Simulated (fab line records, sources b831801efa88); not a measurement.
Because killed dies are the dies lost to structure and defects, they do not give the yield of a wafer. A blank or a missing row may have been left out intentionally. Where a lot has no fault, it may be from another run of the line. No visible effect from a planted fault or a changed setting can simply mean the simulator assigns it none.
2 desks looking at one fault	flow sfqLine	only its own numbers are on each desk; what lay behind them is given at the end

== METROLOGY DESK ==
Lot by lot, what the gauges showed, no matter which tool ran the lot: averages of those sampled wafers that carry a number. A lot is out of limits, marked OUT, if its mean lies more than 4 standard deviations from the usual mean; the brackets give that distance.
Columns: A = INCOMING_BOW at SFQ_INCOMING_BOW_MEAS_900, usual 0 um; B = M1_OVL at SFQ_M1_OVL_MEAS_911, usual 2 nm; C = I1_BOW at SFQ_I1_BOW_MEAS_912, usual 2 um; D = M2_OVL at SFQ_M2_OVL_MEAS_916, usual 4 nm
lot	first seen here	A	B	C	D
L733	day 1 10:01	-4	5	-4	0
L734	day 1 15:02	-7	2	-10	4
L736	day 2 01:00	-1	-1	-0	12
L737	day 2 06:02	1	-6	-3	1
L741	day 3 02:00	-6	-5	7	-1
L744	day 3 17:01	4	-1	2	1
L748	day 4 13:00	1	4	6	2
L750	day 4 23:01	-5	4	-6	5
L751	day 5 04:00	-0	8	0	-1
L753	day 5 14:01	-2	1	-4	2
L754	day 5 19:01	2	-5	-1	0
L755	day 6 00:02	-4	2	-9	2
L756	day 6 05:00	2	0	6	7
Finding of this desk: none of the 13 lots has anything out of limits.

== THE TOOL OWNER'S DESK: cmp-01 ==
The tool's own readings at SFQ_TRILAYER_I1_CMP_CMP_046 (polishes SiO2): means of the sampled wafers that have a number, for each lot that ran on this tool. A lot is out of limits, marked OUT, if its mean lies more than 4 standard deviations from the usual mean; the brackets give that distance.
Columns: A = edgeZonePressureFrac at SFQ_TRILAYER_I1_CMP_CMP_046, usual 0.999; B = motorCurrentA at SFQ_TRILAYER_I1_CMP_CMP_046, usual 9.9 A; C = timeToEndpointS at SFQ_TRILAYER_I1_CMP_CMP_046, usual 213 s
lot	first seen here	A	B	C
L733	day 18 14:23	0.998	9.8	218
L737	day 18 22:47	0.997	10.2	213
L741	day 19 07:44	1.000	10.3	212
L744	day 19 17:52	1.000	10.7	235
L755	day 35 16:42	0.997	10.1	208
L756	day 36 04:12	0.998	10.5	192
Finding of this desk: none of the 6 lots has anything out of limits.

== BROUGHT TOGETHER ==
Nothing out of limits was seen by the metrology desk.
Nothing out of limits was seen by the tool owner's desk.

== WHAT THE SIMULATOR PUT IN ==
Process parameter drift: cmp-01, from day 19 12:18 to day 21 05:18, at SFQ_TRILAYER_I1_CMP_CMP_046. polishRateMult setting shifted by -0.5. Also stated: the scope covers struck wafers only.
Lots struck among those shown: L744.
